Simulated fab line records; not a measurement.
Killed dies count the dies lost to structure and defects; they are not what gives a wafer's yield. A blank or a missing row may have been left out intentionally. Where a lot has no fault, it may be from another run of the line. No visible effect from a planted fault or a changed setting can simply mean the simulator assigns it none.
Which of the tools did it?    flow gf180mcu    11 lots, 33 wafers sampled, at 4 steps of a route of 602

== WHAT THE GAUGES READ, wafer by wafer ==
GF_V2_RS_MEAS_24: uses a four-point probe to measure.
lot   measured      on             V2_W_RS (ohm/sq)
L421  day 20 10:03  film metro-04  0.3293 0.3292 0.3240
L422  day 20 22:08  film metro-01  0.3257 0.3267 0.3275
L426  day 22 05:59  film metro-01  0.3279 0.3269 0.3736
L427  day 22 20:06  film metro-03  0.3297 0.3680 0.3713
L438  day 26 06:18  film metro-04  0.3279 0.3300 0.3326
L439  day 26 13:03  film metro-04  0.3275 0.3296 0.3334
L440  day 27 03:40  film metro-04  0.3258 0.3283 0.3282
L441  day 27 09:08  film metro-04  0.3315 0.3331 0.3300
L442  day 27 12:47  film metro-01  0.3271 0.3292 0.3242
L443  day 27 14:28  film metro-01  0.3249 0.3279 0.3294
L444  day 28 01:48  film metro-03  0.3246 0.3251 0.3285

== EACH LOT AND THE TOOL THAT RAN IT (in order: tool; ch and the chambers of the sampled wafers; start) ==
lot   GF_V2_ETCH_16                       GF_V2_ETCH_17                                  GF_V2_CVD_23
L421  rie diel-04 ch 2,3, day 20 09:09    rie diel-04 ch 2,3, day 20 09:55 or earlier    cvd w-01 ch 0,1, day 20 09:55
L422  rie diel-03 ch 0,2, day 20 21:16    rie diel-03 ch 0,2, day 20 22:01 or earlier    cvd w-02 ch 0,1, day 20 22:01
L426  rie diel-04 ch 1,3, day 22 05:07    rie diel-04 ch 1,3, day 22 05:52 or earlier    cvd w-02 ch 0,1, day 22 05:52
L427  rie diel-04 ch 0,1,3, day 22 18:53  rie diel-04 ch 0,1,3, day 22 19:59 or earlier  cvd w-02 ch 0,1, day 22 19:59
L438  rie diel-01 ch 0,1,2, day 26 05:21  rie diel-01 ch 0,1,2, day 26 06:11 or earlier  cvd w-01 ch 0,1, day 26 06:11
L439  rie diel-01 ch 1,3, day 26 12:11    rie diel-01 ch 1,3, day 26 12:56 or earlier    cvd w-02 ch 0,1, day 26 12:56
L440  rie diel-03 ch 2,3, day 27 02:46    rie diel-03 ch 2,3, day 27 03:34 or earlier    cvd w-02 ch 0,1, day 27 03:34
L441  rie diel-04 ch 0,2,3, day 27 08:14  rie diel-04 ch 0,2,3, day 27 09:00 or earlier  cvd w-02 ch 0,1, day 27 09:00
L442  rie diel-03 ch 0,1,3, day 27 11:54  rie diel-03 ch 0,1,3, day 27 12:40 or earlier  cvd w-01 ch 0,1, day 27 12:40
L443  rie diel-01 ch 1,2,3, day 27 13:34  rie diel-01 ch 1,2,3, day 27 14:21 or earlier  cvd w-02 ch 0,1, day 27 14:21
L444  rie diel-04 ch 1,2,3, day 28 00:55  rie diel-04 ch 1,2,3, day 28 01:40 or earlier  cvd w-01 ch 0,1, day 28 01:40
- GF_V2_ETCH_16: etches BARC in N2/H2.
- GF_V2_ETCH_17: etches SiO2 in C4F8/O2/Ar, stops on TiN, target depth 630 nm.
- GF_V2_CVD_23: deposits W, target thk 350 nm, time 104.94 s.

== THE ANSWER, worked out from the rows above alone ==
Rule: usual is defined by the lots themselves. The widest of any qualifying gaps counts: lots, ordered by their means at a reading, are off when they make up no more than a third of the lots, leave a main group of 4 or more, and stand apart from it by 3 or more times the standard deviation of that group's means. Not used: any main group whose means are identical at the precision the tables above print for the reading. A lot without any number at a reading at which 4 lots or more have one is off too. The other lots that the step has rows for count as sound.
Off: L426, L427, seen at GF_V2_RS_MEAS_24 (V2_W_RS). Main group: mean 0.3282 ohm/sq, sd 0.0018.
A tool fits if, at a process step before that reading, it ran every lot that is off, and no sound lot after the first of them. Gauges at GF_V2_RS_MEAS_24: tried the same way as those tools. GF_V2_ETCH_17: start missing for some lots; hours and lot order therefore follow GF_V2_CVD_23. Not one of the candidates tried fits.

== WHAT THE SIMULATOR HAD INSERTED ==
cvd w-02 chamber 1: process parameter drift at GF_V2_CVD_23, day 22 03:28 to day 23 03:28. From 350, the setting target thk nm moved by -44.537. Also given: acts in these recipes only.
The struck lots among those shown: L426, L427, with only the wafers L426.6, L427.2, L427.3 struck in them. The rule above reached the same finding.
